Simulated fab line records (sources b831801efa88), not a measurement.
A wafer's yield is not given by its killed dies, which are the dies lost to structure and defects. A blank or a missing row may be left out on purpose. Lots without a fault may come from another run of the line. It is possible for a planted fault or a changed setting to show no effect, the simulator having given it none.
Which tool was responsible? || flow sfq-line || route of 325 steps, sampled at 1 step: 13 lots, 39 wafers

WHAT THE GAUGES READ, wafer by wafer
SFQ_I3_BOW_MEAS_922.
{"lot": "L712", "measured": "day 28 20:30", "on": "film-metro-01", "I3_BOW (um)": "12 20 6"}
{"lot": "L714", "measured": "day 29 14:31", "on": "film-metro-01", "I3_BOW (um)": "-3 -5 3"}
{"lot": "L715", "measured": "day 29 23:05", "on": "film-metro-02", "I3_BOW (um)": "4 -4 5"}
{"lot": "L716", "measured": "day 30 20:08", "on": "film-metro-04", "I3_BOW (um)": "14 5 9"}
{"lot": "L717", "measured": "day 31 02:30", "on": "film-metro-01", "I3_BOW (um)": "-11 3 -16"}
{"lot": "L718", "measured": "day 31 11:05", "on": "film-metro-02", "I3_BOW (um)": "11 17 13"}
{"lot": "L720", "measured": "day 32 15:31", "on": "film-metro-04", "I3_BOW (um)": "10 10 7"}
{"lot": "L723", "measured": "day 33 15:30", "on": "film-metro-01", "I3_BOW (um)": "4 4 11"}
{"lot": "L726", "measured": "day 34 06:30", "on": "film-metro-04", "I3_BOW (um)": "6 22 15"}
{"lot": "L728", "measured": "day 35 12:30", "on": "film-metro-04", "I3_BOW (um)": "7 17 6"}
{"lot": "L731", "measured": "day 36 15:31", "on": "film-metro-04", "I3_BOW (um)": "-5 7 -4"}
{"lot": "L734", "measured": "day 37 12:32", "on": "film-metro-04", "I3_BOW (um)": "2 9 -6"}
{"lot": "L735", "measured": "day 37 19:32", "on": "film-metro-01", "I3_BOW (um)": "8 -13 4"}

EACH LOT AND THE TOOL THAT RAN IT (in order: tool; ch and the chambers of the sampled wafers; start)
Before these readings, the record contains no process step.

AS READ BY THE TOOLS THEMSELVES (means over the sampled wafers that have a number; for cases with no such wafer, the mark the record gives instead)
The record holds no such reading with a usual standard deviation.

THE ANSWER, worked out from the rows above alone
Rule: the usual values come from the lots themselves. The widest of any qualifying gaps counts: lots, ordered by their means at a reading, are off when they make up no more than a third of the lots, leave a main group of 4 or more, and stand apart from it by 3 or more times the standard deviation of that group's means. A main group whose means are all the same, to the digits that the tables above print for the reading, isn't used. A lot without any number at a reading at which 4 lots or more have one is off too. All remaining lots with rows at the step are treated as sound. First the gauges in route order, then the tools' own readings, where a lot's mean is used as printed above. The first step at which some lot is off is used, and at that step the reading that is off furthest; a lot without a number counts as furthest.
No lot is off at any reading shown: from this, nothing can be told.

WHAT THE SIMULATOR HAD PUT IN
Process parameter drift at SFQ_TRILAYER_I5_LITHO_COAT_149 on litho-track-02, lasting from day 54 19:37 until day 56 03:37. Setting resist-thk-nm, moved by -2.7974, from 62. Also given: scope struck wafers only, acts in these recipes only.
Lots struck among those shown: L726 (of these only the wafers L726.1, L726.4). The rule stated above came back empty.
